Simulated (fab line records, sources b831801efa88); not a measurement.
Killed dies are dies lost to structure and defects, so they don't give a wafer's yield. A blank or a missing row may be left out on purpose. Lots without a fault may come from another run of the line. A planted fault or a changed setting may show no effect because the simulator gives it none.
Chamber matching | flow gf180mcu | GF_V1_CMP_26 on cmp-02: 4 sister chambers
The step polishes, stops on SiO2, t overpolish 15 s, target thk 0 nm. 14 wafers are shown with their chamber, then 7 later ones without.

WAFERS WITH THEIR CHAMBER
wafer  | chamber | motor_current_A (A) | overpolish_run_s (s) | time_to_endpoint_s (s)
L247.2 | 2       | 10.8                | 15.011               | 81
L247.3 | 1       | 10.8                | 14.997               | 77
L247.5 | 2       | 10.6                | 15.004               | 78
L250.2 | 0       | 10.1                | 15.000               | 86
L250.4 | 1       | 10.7                | 14.987               | 84
L250.6 | 0       | 10.4                | 15.016               | 84
L257.2 | 2       | 10.6                | 14.994               | 84
L257.4 | 3       | 10.3                | 15.013               | 87
L257.6 | 0       | 9.8                 | 14.979               | 88
L259.1 | 3       | 10.0                | 14.996               | 89
L259.4 | 1       | 10.6                | 14.987               | 87
L259.6 | 2       | 10.3                | 14.989               | 93
L258.2 | 3       | 10.3                | 14.993               | 84
L258.3 | 1       | 10.2                | 14.990               | 86

SIGNATURES (means of the wafers above)
reading            | chamber 0 | chamber 1 | chamber 2 | chamber 3 | scatter within a chamber
motor_current_A    | 10.100    | 10.575    | 10.575    | 10.200    | 0.24
overpolish_run_s   | 14.99833  | 14.99025  | 14.99950  | 15.00067  | 0.0113
time_to_endpoint_s | 86.00     | 83.50     | 84.00     | 86.67     | 4.56
Rule: a wafer's distance from a chamber is the root of the sum, over the readings, of the square of ((its reading less the chamber's mean) divided by the reading's scatter). The wafer belongs to the nearest chamber; if the next one is less than 2 further off, it can't be placed. The scatter: the root of (the sum of the squares of (reading less its chamber's mean) over the shown wafers, divided by (wafers less chambers)).

WAFERS WITHOUT THEIR CHAMBER
wafer  | motor_current_A (A) | overpolish_run_s (s) | time_to_endpoint_s (s)
L258.6 | 10.0                | 14.994               | 84
L261.1 | 10.4                | 14.991               | 89
L261.2 | 10.5                | 15.015               | 88
L261.3 | 10.3                | 15.008               | 88
L269.2 | 10.4                | 15.010               | 83
L269.3 | 11.0                | 14.998               | 82
L269.4 | 10.6                | 15.002               | 81

WHICH CHAMBER EACH WENT THROUGH
wafer  | from the rows above               | in truth
L258.6 | can't be placed: 0 or 3 or 1 or 2 | 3
L261.1 | can't be placed: 3 or 1 or 2 or 0 | 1
L261.2 | can't be placed: 2 or 3 or 0 or 1 | 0
L261.3 | can't be placed: 3 or 0 or 2 or 1 | 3
L269.2 | can't be placed: 2 or 3 or 0 or 1 | 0
L269.3 | can't be placed: 2 or 1 or 3      | 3
L269.4 | can't be placed: 2 or 1 or 3 or 0 | 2
Placed correctly: 0 of 7. Can't be placed from these rows: 7 (the true chamber is among the candidates in 7). Placed wrongly: 0.
